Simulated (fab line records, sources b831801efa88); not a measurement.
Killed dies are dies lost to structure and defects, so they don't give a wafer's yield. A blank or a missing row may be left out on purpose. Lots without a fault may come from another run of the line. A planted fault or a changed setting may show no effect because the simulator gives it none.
Chamber matching | flow sky130 | SKY_CONTACT_ETCH_17 on rie_diel-02: 4 sister chambers
The step etches SiO2 in C4F8/O2/Ar, stops on Si3N4, target depth 340 nm. 20 wafers are shown with their chamber, then 10 later ones without.

WAFERS WITH THEIR CHAMBER
wafer  | chamber | oes_product_au (a.u.)
L074.2 | 1       | 0.892
L074.4 | 1       | 0.890
L074.5 | 2       | 0.890
L077.1 | 0       | 0.893
L077.2 | 2       | 0.902
L077.6 | 2       | 0.889
L078.1 | 0       | 0.892
L078.4 | 2       | 0.892
L078.6 | 0       | 0.893
L085.1 | 2       | 0.887
L085.2 | 0       | 0.892
L085.3 | 3       | 0.885
L088.3 | 0       | 0.888
L088.5 | 2       | 0.891
L088.6 | 3       | 0.898
L089.2 | 3       | 0.886
L089.3 | 0       | 0.896
L089.6 | 0       | 0.896
L090.2 | 2       | 0.895
L090.4 | 0       | 0.890

SIGNATURES (means of the wafers above)
reading        | chamber 0 | chamber 1 | chamber 2 | chamber 3 | scatter within a chamber
oes_product_au | 0.89250   | 0.89100   | 0.89229   | 0.88967   | 0.00437
Rule: a wafer's distance from a chamber is the root of the sum, over the readings, of the square of ((its reading less the chamber's mean) divided by the reading's scatter). The wafer belongs to the nearest chamber; if the next one is less than 2 further off, it can't be placed. The scatter: the root of (the sum of the squares of (reading less its chamber's mean) over the shown wafers, divided by (wafers less chambers)).

WAFERS WITHOUT THEIR CHAMBER
wafer  | oes_product_au (a.u.)
L090.5 | 0.899
L093.1 | 0.900
L093.3 | 0.897
L093.6 | 0.894
L094.1 | 0.889
L094.2 | 0.892
L094.3 | 0.894
L095.1 | 0.889
L095.4 | 0.899
L095.6 | 0.892

WHICH CHAMBER EACH WENT THROUGH
wafer  | from the rows above               | in truth
L090.5 | can't be placed: 0 or 2 or 1 or 3 | 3
L093.1 | can't be placed: 0 or 2 or 1 or 3 | 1
L093.3 | can't be placed: 0 or 2 or 1 or 3 | 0
L093.6 | can't be placed: 0 or 2 or 1 or 3 | 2
L094.1 | can't be placed: 3 or 1 or 2 or 0 | 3
L094.2 | can't be placed: 2 or 0 or 1 or 3 | 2
L094.3 | can't be placed: 0 or 2 or 1 or 3 | 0
L095.1 | can't be placed: 3 or 1 or 2 or 0 | 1
L095.4 | can't be placed: 0 or 2 or 1 or 3 | 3
L095.6 | can't be placed: 2 or 0 or 1 or 3 | 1
Placed correctly: 0 of 10. Can't be placed from these rows: 10 (the true chamber is among the candidates in 10). Placed wrongly: 0.
